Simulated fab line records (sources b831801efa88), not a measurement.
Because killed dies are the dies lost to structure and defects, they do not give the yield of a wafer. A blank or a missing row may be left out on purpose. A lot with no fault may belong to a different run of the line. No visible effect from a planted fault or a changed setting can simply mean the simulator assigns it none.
Which tool was responsible? :: flow gf180mcu :: Sampling: 6 lots, 18 wafers, 4 of 602 route steps

## WHAT THE GAUGES SHOWED, per wafer
GF_CONTACT_RS_MEAS_25: the measuring method here is four-point-probe.
lot: L681
measured: day 16 09:02
on: film_metro-03
CONTACT_W_RS (ohm/sq): 0.388 0.386 0.385

lot: L690
measured: day 19 22:35
on: film_metro-03
CONTACT_W_RS (ohm/sq): 0.400 0.403 0.410

lot: L692
measured: day 20 14:37
on: film_metro-03
CONTACT_W_RS (ohm/sq): 0.384 0.380 0.385

lot: L696
measured: day 22 03:29
on: film_metro-01
CONTACT_W_RS (ohm/sq): 0.388 0.384 0.382

lot: L699
measured: day 22 22:08
on: film_metro-03
CONTACT_W_RS (ohm/sq): 0.383 0.383 0.372

lot: L702
measured: day 23 21:13
on: film_metro-03
CONTACT_W_RS (ohm/sq): 0.386 0.373 0.377

## EACH LOT AND THE TOOL THAT RAN IT (in order: tool; ch and the chambers of the sampled wafers; start)
lot: L681
GF_CONTACT_CVD_02: pecvd-01 ch 0,1,2, day 15 10:12
GF_CONTACT_CMP_04: cmp-01 ch 0,1,2, day 15 10:23
GF_CONTACT_CVD_24: cvd_w-02 ch 0,1, day 16 08:56

lot: L690
GF_CONTACT_CVD_02: pecvd-01 ch 0,1, day 18 21:01
GF_CONTACT_CMP_04: cmp-02 ch 0,1,3, day 18 21:09
GF_CONTACT_CVD_24: cvd_w-01 ch 0,1, day 19 22:29

lot: L692
GF_CONTACT_CVD_02: pecvd-01 ch 0,2, day 19 13:31
GF_CONTACT_CMP_04: cmp-02 ch 0,3, day 19 13:42
GF_CONTACT_CVD_24: cvd_w-02 ch 0,1, day 20 14:29

lot: L696
GF_CONTACT_CVD_02: pecvd-02 ch 1,2, day 21 02:25
GF_CONTACT_CMP_04: cmp-02 ch 0,2,3, day 21 02:36
GF_CONTACT_CVD_24: cvd_w-02 ch 0,1, day 22 03:23

lot: L699
GF_CONTACT_CVD_02: pecvd-01 ch 0,1, day 21 21:55
GF_CONTACT_CMP_04: cmp-02 ch 0,3, day 21 22:02
GF_CONTACT_CVD_24: cvd_w-01 ch 0,1, day 22 22:02

lot: L702
GF_CONTACT_CVD_02: pecvd-02 ch 0,1,2, day 22 21:13
GF_CONTACT_CMP_04: cmp-02 ch 1,2, day 22 21:18
GF_CONTACT_CVD_24: cvd_w-01 ch 0,1, day 23 21:06
- GF_CONTACT_CVD_02: deposits SiO2 from TEOS, target thk 860 nm, time 95.992 s.
- GF_CONTACT_CMP_04: polishes SiO2.
- GF_CONTACT_CVD_24: deposits W, target thk 300 nm, time 90.339 s.

## THE ANSWER, worked out from the rows above alone
Rule: the lots themselves supply what counts as usual. Put in order of their means at a reading, lots are off if they are a third of the lots or fewer, leave a main group of 4 or more, and stand apart from it by a gap of 3 or more times the standard deviation of the main group's means; of several such gaps the widest counts. The tables above print the reading to a certain number of digits; a main group whose means all agree to those digits is not used. Also off: a lot with no number at a reading for which 4 or more lots have one. Where the step has rows for the other lots, those lots are counted as sound.
Off: at GF_CONTACT_RS_MEAS_25 (CONTACT_W_RS), L690. Main group: mean 0.382 ohm/sq, sd 0.003.
If a tool, at a process step before that reading, ran all the lots that are off and no sound lot after the first of them, it fits. Gauges at GF_CONTACT_RS_MEAS_25: tried the same way as those tools. Not one of the candidates tried fits.

## WHAT HAD BEEN PUT IN BY THE SIMULATOR
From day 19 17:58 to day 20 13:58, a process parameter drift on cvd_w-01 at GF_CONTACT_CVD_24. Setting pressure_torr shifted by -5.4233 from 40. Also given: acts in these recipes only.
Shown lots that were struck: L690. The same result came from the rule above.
